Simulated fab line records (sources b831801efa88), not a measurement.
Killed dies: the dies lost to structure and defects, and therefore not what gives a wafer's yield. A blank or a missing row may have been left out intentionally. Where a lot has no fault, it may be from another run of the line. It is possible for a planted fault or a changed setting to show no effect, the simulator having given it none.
The tool behind it: which one? -- flow sfqLine -- 42 wafers from 14 lots sampled at 5 of the route's 325 steps

WHAT EACH GAUGE READ, for each wafer
SFQ_M3_OVL_MEAS_921. Usual: M3_OVL 2 nm, standard deviation 5.2.
lot,measured,on,M3_OVL (nm),flag
L852,day 33 04:03,overlay-01,0 -1 0,
L853,day 33 06:26,overlay-01,17 5 9,
L856,day 35 10:17,overlay-01,1 -1 1,
L857,day 35 16:40,overlay-02,6 -2 8,
L858,day 35 19:40,overlay-02,-2 4 2,
L860,day 36 18:59,overlay-01,-4 -3 1,
L861,day 42 19:48,overlay-02,7 4 -4,
L866,day 49 22:23,overlay-01,7 -3 7,
L867,day 50 09:10,overlay-01,1 8 4,
L868,day 50 10:22,overlay-01,3 -1 6,
L869,day 50 12:45,overlay-01,1 -5 -5,
L871,day 50 21:09,overlay-01,2 1 -9,
L872,day 52 02:40,overlay-01,-7 1 -5,
L875,day 53 17:25,overlay-02,5 8 5,

SFQ_I7_BOW_MEAS_946. Usual: I7_BOW 10 um, standard deviation 11.
lot,measured,on,I7_BOW (um),flag
L852,day 70 03:15,filmMetro-04,23 11 13,
L853,day 71 07:50,filmMetro-04,1 -3 -1,
L856,day 77 03:52,filmMetro-03,11 17 22,
L857,day 77 09:53,filmMetro-03,7 15 13,
L858,day 77 10:10,filmMetro-04,1 6 11,
L860,day 77 16:10,filmMetro-03,9 12 15,
L861,day 77 18:52,filmMetro-01,8 9 15,
L866,day 78 07:52,filmMetro-04,-1 -5 -4,
L867,day 78 09:10,filmMetro-01,2 13 6,
L868,day 78 15:46,filmMetro-04,21 0 21,
L869,day 79 08:17,filmMetro-01,-2 -3 8,
L871,day 79 14:59,filmMetro-01,3 10 19,
L872,day 79 15:30,filmMetro-03,12 25 8,
L875,day 80 00:31,filmMetro-04,-7 -14 2,

WHICH TOOL RAN EACH LOT (tool, then ch and the chambers of the sampled wafers, then the start)
lot,SFQ_TRILAYER_M4_STRIP_STRIP_097,SFQ_TRILAYER_JJ_TRILAYER_DEP_SPUTTER_109,SFQ_TRILAYER_M5_ETCH_METAL_ETCH_126
L852,"rieMetal-04 ch 0,1, day 45 00:49","pvdSputter-03, day 46 21:41","rieMetal-01 ch 0,1, day 52 08:40"
L853,"rieMetal-04 ch 0,1, day 45 06:49","pvdSputter-06, day 46 22:53","rieMetal-03 ch 0,1, day 52 09:52"
L856,"rieMetal-02 ch 0,1, day 47 21:13","pvdSputter-03, day 53 08:37","rieMetal-01 ch 0,1, day 54 18:07"
L857,"rieMetal-03 ch 0, day 48 02:10","pvdSputter-03, day 53 17:13","rieMetal-03 ch 0,1, day 54 20:31"
L858,"rieMetal-02 ch 0,1, day 48 05:46","pvdSputter-05, day 53 23:13","rieMetal-04 ch 0,1, day 54 23:40"
L860,"rieMetal-04 ch 0,1, day 48 10:34","pvdSputter-03, day 54 03:08","rieMetal-01 ch 0,1, day 55 03:16"
L861,"rieMetal-02 ch 0,1, day 49 02:10","pvdSputter-06, day 54 11:49","rieMetal-01 ch 0,1, day 55 18:56"
L866,"rieMetal-02 ch 0,1, day 55 20:12","pvdSputter-03, day 60 08:06","rieMetal-03 ch 0, day 62 02:03"
L867,"rieMetal-03 ch 0,1, day 56 12:00","pvdSputter-06, day 60 21:18","rieMetal-03 ch 0,1, day 62 04:31"
L868,"rieMetal-03 ch 1, day 56 16:07","pvdSputter-03, day 61 02:06","rieMetal-04 ch 0,1, day 62 05:39"
L869,"rieMetal-02 ch 0,1, day 56 17:19","pvdSputter-05, day 61 04:30","rieMetal-01 ch 0,1, day 62 06:51"
L871,"rieMetal-03 ch 0,1, day 57 01:43","pvdSputter-06, day 61 22:20","rieMetal-01 ch 0,1, day 62 09:15"
L872,"rieMetal-02 ch 0,1, day 57 12:31","pvdSputter-03, day 62 06:44","rieMetal-01 ch 0,1, day 62 17:47"
L875,"rieMetal-02 ch 0,1, day 59 03:56","pvdSputter-03, day 63 11:29","rieMetal-03 ch 0,1, day 68 13:15"
- SFQ_TRILAYER_M4_STRIP_STRIP_097: strips in O2.
- SFQ_TRILAYER_JJ_TRILAYER_DEP_SPUTTER_109: material Nb, target thk 150 nm, time 100 s.
- SFQ_TRILAYER_M5_ETCH_METAL_ETCH_126: etches Nb in Cl2/BCl3, stops on SiO2, time 203.2 s, target depth 265 nm.

WHAT THE TOOLS THEMSELVES READ (means of the sampled wafers that have a number; where no wafer has one, the mark that the record gives instead)
SFQ_TRILAYER_M4_STRIP_STRIP_097. Usual: drypumpMotorCurrentA 5.9 A, standard deviation 0.57; oesProductAu 1.002 a.u., standard deviation 0.0091.
lot,tool,drypumpMotorCurrentA (A),oesProductAu (a.u.),flag
L852,rieMetal-04,5.1,1.004,
L853,rieMetal-04,5.0,1.011,
L856,rieMetal-02,6.4,1.009,
L857,rieMetal-03,5.5,1.016,
L858,rieMetal-02,6.4,1.005,
L860,rieMetal-04,5.3,1.007,
L861,rieMetal-02,6.4,0.999,
L866,rieMetal-02,6.5,0.992,
L867,rieMetal-03,5.9,1.001,
L868,rieMetal-03,6.1,0.999,
L869,rieMetal-02,6.4,1.001,
L871,rieMetal-03,5.7,1.001,
L872,rieMetal-02,6.4,1.009,
L875,rieMetal-02,6.4,0.995,

SFQ_TRILAYER_JJ_TRILAYER_DEP_SPUTTER_109. Usual: cathodeDcPowerW 2000.0 W, standard deviation 0.36; throttleValvePct 29.5 %, standard deviation 0.59.
lot,tool,cathodeDcPowerW (W),throttleValvePct (%),flag
L852,pvdSputter-03,1999.9,29.5,
L853,pvdSputter-06,2000.2,29.0,
L856,pvdSputter-03,2000.0,29.6,
L857,pvdSputter-03,2000.2,29.7,
L858,pvdSputter-05,2000.3,28.9,
L860,pvdSputter-03,1999.7,29.6,
L861,pvdSputter-06,1999.8,29.5,
L866,pvdSputter-03,2000.3,29.5,
L867,pvdSputter-06,2000.4,29.7,
L868,pvdSputter-03,2000.0,29.8,
L869,pvdSputter-05,1999.9,29.0,
L871,pvdSputter-06,2000.1,29.4,
L872,pvdSputter-03,2000.0,29.5,
L875,pvdSputter-03,1999.7,29.9,

SFQ_TRILAYER_M5_ETCH_METAL_ETCH_126. Usual: drypumpMotorCurrentA 5.7 A, standard deviation 0.48; oesProductAu 0.729 a.u., standard deviation 0.0062.
lot,tool,drypumpMotorCurrentA (A),oesProductAu (a.u.),flag
L852,rieMetal-01,6.0,0.731,
L853,rieMetal-03,5.7,0.717,
L856,rieMetal-01,5.6,0.724,
L857,rieMetal-03,5.9,0.760,OFF
L858,rieMetal-04,5.4,0.730,
L860,rieMetal-01,5.9,0.751,OFF
L861,rieMetal-01,5.6,0.732,
L866,rieMetal-03,5.5,0.730,
L867,rieMetal-03,5.9,0.726,
L868,rieMetal-04,5.0,0.723,
L869,rieMetal-01,5.6,0.732,
L871,rieMetal-01,6.0,0.723,
L872,rieMetal-01,5.6,0.729,
L875,rieMetal-03,5.7,0.730,

THE ANSWER, worked out from the rows above alone
Rule: a lot counts as off when the mean over its wafers that have a number is more than 3 standard deviations away from the usual mean. A lot without any number at a reading at which 4 lots or more have one is off too. All remaining lots with rows at the step are treated as sound. The gauges are gone through in route order, then the tools' own readings, and for those a lot's mean is taken as printed above. The first step at which some lot is off is used, and at that step the reading that is off furthest; a lot without a number counts as furthest.
Off: L857, L860, at SFQ_TRILAYER_M5_ETCH_METAL_ETCH_126 (oesProductAu).
A tool fits if, at that step or a process step before it, it ran every lot that is off, and no sound lot after the first of them. Not one of the candidates tried fits.

WHAT THE SIMULATOR HAD INSERTED
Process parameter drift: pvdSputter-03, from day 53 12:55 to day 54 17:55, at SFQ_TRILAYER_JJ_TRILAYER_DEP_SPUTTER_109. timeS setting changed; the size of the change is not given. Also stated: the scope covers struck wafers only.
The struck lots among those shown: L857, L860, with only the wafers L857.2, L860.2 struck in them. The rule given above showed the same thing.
